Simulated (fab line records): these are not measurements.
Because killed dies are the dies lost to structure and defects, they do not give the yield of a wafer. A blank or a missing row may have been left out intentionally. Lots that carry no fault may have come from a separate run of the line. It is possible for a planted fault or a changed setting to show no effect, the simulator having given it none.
A struck lot beside a sound one / flow sky130 / 15 steps out of a route of 708
Sound: wafers L137.1, L137.4, L137.5. Struck: wafers L144.2, L144.5, L144.6. The cause is given at the end.
Each step with rows lists, per side, the tool, then ch with its chambers, then its first start. Under that, the readings that differ: sound wafers / struck wafers / difference of the means / sigmas: that difference in standard deviations of wafers without a fault.
alike: a reading whose means differ by less than 2 such deviations, as well as words and numbers matching on both sides. not compared: withheld readings; readings where some wafer has no value; bounds like >300 that might hide an equal value; numbers whose values overlap and for which the record gives no deviation.
Wherever a step has rows on one side only, a row that says differs or no value, or a row with sigmas, the two part there. Numbers that have no deviation but don't overlap get no sigmas and don't part them. Lack of a reading on every wafer of one side parts them only where that side has two or more wafers.

first, 1 step without rows for these wafers: SKY_GATE_OXIDE_OXIDATION_01 (stabilise 600 s, purge 300 s, target thk 10.268 nm).
SKY_GATE_OXIDE_THK_MEAS_02:
  sound on film-metro-04 at day 15 15:23; struck on film-metro-04 at day 19 01:50
  alike: GATE_OXIDE_OXIDATION_00_THK
then, 7 steps without rows for these wafers: SKY_GATE_OXIDE_DEHYDRATE_03 (time 60 s); SKY_GATE_OXIDE_HMDS_04 (prime time 60 s); SKY_GATE_OXIDE_COAT_05 (resist thk 1140 nm); SKY_GATE_OXIDE_SOFTBAKE_06 (time 60 s); SKY_GATE_OXIDE_EXPOSE_07 (exposes mask LVOM, target cd 600 nm); SKY_GATE_OXIDE_PEB_08; SKY_GATE_OXIDE_DEVELOP_09 (develop time 60 s).
SKY_GATE_OXIDE_OVL_MEAS_10:
  sound on overlay-01 at day 16 18:39; struck on overlay-01 at day 20 08:47
  alike: GATE_OXIDE_OVL
then, 2 steps without rows for these wafers: SKY_GATE_OXIDE_IMPLANT_11; SKY_GATE_OXIDE_WET_ETCH_12 (etches SiO2 in dHF, target depth 16.8 nm, time 336 s).
SKY_GATE_OXIDE_STRIP_13: strips in O2/N2.
  sound on plasma-asher-02 ch 0, day 16 18:56; struck on plasma-asher-01 ch 0,1, day 20 09:04
reading=oes-product-au (a.u.); sound=0.713 0.714 0.712; struck=0.945 0.949 0.947; difference=+0.234; sigmas=+57
reading=strip-time-to-endpoint-s (s); sound=14.22 14.23 14.19; struck=- - -; difference=no value on the struck wafers; sigmas=
reading=model.NOVOLAK_of_GATE_OXIDE_COAT_05.thk-nm (nm); sound=0 0 0; struck=260.3 260.2 260.5; difference=+260.3; sigmas=
  alike: drypump-motor-current-A, n2-flow-sccm
  not compared: rf-hours-counter-h
SKY_GATE_OXIDE_TW_MEAS_14:
  sound on film-metro-04 at day 16 19:02; struck on film-metro-03 at day 20 09:10
  alike: GATE_OXIDE_TW
-- a jump in the record: the struck wafers' starts before and after are 30 days apart (it breaks off in module GATE_OXIDE and resumes in module PAD_OPEN, where the first step shown is number 708 of the route) --
SKY_PAD_OPEN_PROBE_99:
  sound on prober-02 at day 48 06:57; struck on prober-01 at day 50 08:42
reading=killed-at-front-end; sound=16 7 14; struck=433 430 423; difference=+416; sigmas=+95
reading=killed-at-other; sound=0 2 1; struck=0 0 0; difference=-1; sigmas=-2
reading=killed-dies; sound=83 76 84; struck=492 492 492; difference=+411; sigmas=+41
reading=killed-on-rim; sound=13 12 18; struck=96 96 96; difference=+82; sigmas=+23
  alike: killed_at_M0_to_M3, killed_at_M4_up, killed-at-contacts, killed-open, killed-short

== WHERE THEY PART ==
First at SKY_GATE_OXIDE_STRIP_13; last, within this record, at SKY_PAD_OPEN_PROBE_99.

WHY: what had been put in by the simulator
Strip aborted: plasma-asher-01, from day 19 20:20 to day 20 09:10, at SKY_GATE_OXIDE_STRIP_13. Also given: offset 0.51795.
